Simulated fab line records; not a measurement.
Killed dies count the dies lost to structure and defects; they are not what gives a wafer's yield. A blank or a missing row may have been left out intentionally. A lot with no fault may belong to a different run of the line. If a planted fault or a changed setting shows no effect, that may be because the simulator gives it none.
The tool behind it: which one? -- flow sky130 -- Sampling: 13 lots, 39 wafers, 5 of 708 route steps

## WHAT THE GAUGES SHOWED, per wafer
SKY_NWELL_OVL_MEAS_10. Usual: NWELL_00_OVL gives 0.3 nm (standard deviation 1.3).
lot,measured,on,NWELL_00_OVL (nm),flag
L111,day 4 15:40,overlay-02,0.1 0.8 0.2,
L112,day 4 17:31,overlay-01,-1.8 -2.7 -1.4,
L115,day 5 14:35,overlay-02,0.5 0.6 0.3,
L116,day 5 20:40,overlay-02,-1.0 -1.6 -2.4,
L120,day 6 16:22,overlay-02,-1.4 -2.6 -2.2,
L123,day 7 08:40,overlay-01,2.0 2.1 3.3,
L124,day 8 04:16,overlay-02,0.3 1.3 0.7,
L125,day 8 04:31,overlay-01,1.5 0.9 1.4,
L126,day 8 10:25,overlay-01,0.9 0.8 1.1,
L128,day 8 18:25,overlay-02,0.8 -0.7 0.9,
L129,day 8 22:37,overlay-02,-0.4 -0.8 -0.3,
L130,day 9 01:32,overlay-02,0.1 -0.8 -1.6,
L133,day 10 01:37,overlay-02,2.1 1.0 2.3,

SKY_VT_ADJUST_LVTN_TW_MEAS_21. Usual: VT_ADJUST_LVTN_2_TW gives 187.6 (standard deviation 2.7).
lot,measured,on,VT_ADJUST_LVTN_2_TW,flag
L111,day 7 18:12,filmMetro-03,182.6 183.8 184.6,
L112,day 7 21:22,filmMetro-04,190.1 189.6 190.9,
L115,day 8 21:04,filmMetro-03,183.8 183.8 183.4,
L116,day 9 04:45,filmMetro-01,188.2 187.3 187.9,
L120,day 10 06:04,filmMetro-01,188.3 188.2 187.8,
L123,day 11 00:51,filmMetro-04,188.8 190.3 189.5,
L124,day 11 22:14,filmMetro-03,183.7 183.2 184.6,
L125,day 11 22:46,filmMetro-03,183.9 183.9 183.0,
L126,day 12 06:27,filmMetro-01,186.5 187.1 187.2,
L128,day 12 15:47,filmMetro-04,190.1 190.6 189.7,
L129,day 12 19:40,filmMetro-04,190.8 190.7 190.7,
L130,day 13 00:46,filmMetro-03,184.5 185.8 184.5,
L133,day 14 04:27,filmMetro-04,190.7 190.1 189.9,

SKY_VT_ADJUST_NCORE_CD_MEAS_07 targets a cd of 380 nm. Usual: 380.3 nm for cdNm, sd 2.1.
lot,measured,on,cdNm (nm),flag
L111,day 8 13:46,cdSem-02,379.4 380.3 381.3,
L112,day 8 18:10,cdSem-02,383.0 380.9 383.0,
L115,day 9 18:40,cdSem-01,356.5 379.4 379.9,OFF
L116,day 10 02:13,cdSem-02,380.9 358.1 380.0,OFF
L120,day 11 04:41,cdSem-01,379.0 379.5 380.3,
L123,day 12 00:41,cdSem-02,380.0 381.0 382.2,
L124,day 12 22:43,cdSem-02,379.5 380.1 380.0,
L125,day 12 23:31,cdSem-01,378.2 380.1 379.1,
L126,day 13 07:25,cdSem-02,377.2 378.6 379.7,
L128,day 13 16:04,cdSem-02,380.1 381.1 380.0,
L129,day 13 21:23,cdSem-02,383.3 381.3 383.3,
L130,day 14 02:08,cdSem-01,378.9 380.5 379.9,
L133,day 15 06:46,cdSem-01,378.5 377.9 376.9,

SKY_VT_ADJUST_HVTR_OVL_MEAS_08. Usual: VT_ADJUST_HVTR_OVL gives 0.1 nm (standard deviation 1.2).
lot,measured,on,VT_ADJUST_HVTR_OVL (nm),flag
L111,day 9 10:56,overlay-02,-0.9 -0.8 0.0,
L112,day 9 15:35,overlay-02,-0.6 1.2 0.3,
L115,day 10 17:39,overlay-01,0.4 0.0 -0.3,
L116,day 11 00:50,overlay-01,0.8 1.9 0.7,
L120,day 12 05:30,overlay-01,-0.8 1.2 0.0,
L123,day 13 01:32,overlay-01,3.3 1.2 2.2,
L124,day 14 00:35,overlay-02,0.3 0.8 0.5,
L125,day 14 01:20,overlay-01,0.2 0.5 0.3,
L126,day 14 09:47,overlay-01,-0.6 -0.5 -0.1,
L128,day 14 18:20,overlay-01,-0.3 -1.0 0.9,
L129,day 15 00:26,overlay-02,2.8 1.5 0.9,
L130,day 15 05:12,overlay-02,-1.6 0.1 -0.8,
L133,day 16 10:17,overlay-01,0.5 1.4 0.8,

## WHAT TOOL EACH LOT RAN ON (gives the tool, then ch and the chambers of the sampled wafers, and finally the start)
lot,SKY_VT_ADJUST_NCORE_EXPOSE_04
L111,"ilineStepper-01 ch 0, day 8 04:17"
L112,"ilineStepper-02 ch 0, day 8 07:02"
L115,"ilineStepper-01 ch 0, day 9 07:31"
L116,"ilineStepper-01 ch 0, day 9 15:37"
L120,"ilineStepper-02 ch 0, day 10 17:23"
L123,"ilineStepper-02 ch 0, day 11 13:09"
L124,"ilineStepper-02 ch 0, day 12 10:04"
L125,"ilineStepper-01 ch 0, day 12 10:50"
L126,"ilineStepper-02 ch 0, day 12 19:11"
L128,"ilineStepper-02 ch 0, day 13 03:55"
L129,"ilineStepper-01 ch 0, day 13 08:04"
L130,"ilineStepper-02 ch 0, day 13 13:28"
L133,"ilineStepper-02 ch 0, day 14 17:49"
- SKY_VT_ADJUST_NCORE_EXPOSE_04: exposes mask LVTN COMPLEMENT THIN, target cd 380 nm.

## AS READ BY THE TOOLS THEMSELVES (means over the sampled wafers that have a number; for cases with no such wafer, the mark the record gives instead)
SKY_VT_ADJUST_NCORE_EXPOSE_04. Usual: stageVelMmS 499.96 mm/s, standard deviation 0.24.
lot,tool,stageVelMmS (mm/s),flag
L111,ilineStepper-01,499.99,
L112,ilineStepper-02,499.88,
L115,ilineStepper-01,499.77,
L116,ilineStepper-01,500.24,
L120,ilineStepper-02,500.01,
L123,ilineStepper-02,499.86,
L124,ilineStepper-02,500.26,
L125,ilineStepper-01,499.99,
L126,ilineStepper-02,499.71,
L128,ilineStepper-02,500.18,
L129,ilineStepper-01,499.89,
L130,ilineStepper-02,499.80,
L133,ilineStepper-02,499.70,

## THE ANSWER, worked out from the rows above alone
Rule: a lot is off if the mean of its wafers that have a number lies more than 3 standard deviations from the usual mean. A lot without any number at a reading at which 4 lots or more have one is off too. All remaining lots with rows at the step are treated as sound. Order of review: gauges by route order, followed by the tools' own readings, for which a lot's mean as printed above is used. The first step at which some lot is off is used, and at that step the reading that is off furthest; a lot without a number counts as furthest.
Off: L115, L116 (SKY_VT_ADJUST_NCORE_CD_MEAS_07, cdNm).
A tool fits if, at a process step before that reading, it ran every lot that is off, and no sound lot after the first of them. Those tools and the gauges at SKY_VT_ADJUST_NCORE_CD_MEAS_07 are tried in the same way. None of those tried fits.

## WHAT THE SIMULATOR HAD INSERTED
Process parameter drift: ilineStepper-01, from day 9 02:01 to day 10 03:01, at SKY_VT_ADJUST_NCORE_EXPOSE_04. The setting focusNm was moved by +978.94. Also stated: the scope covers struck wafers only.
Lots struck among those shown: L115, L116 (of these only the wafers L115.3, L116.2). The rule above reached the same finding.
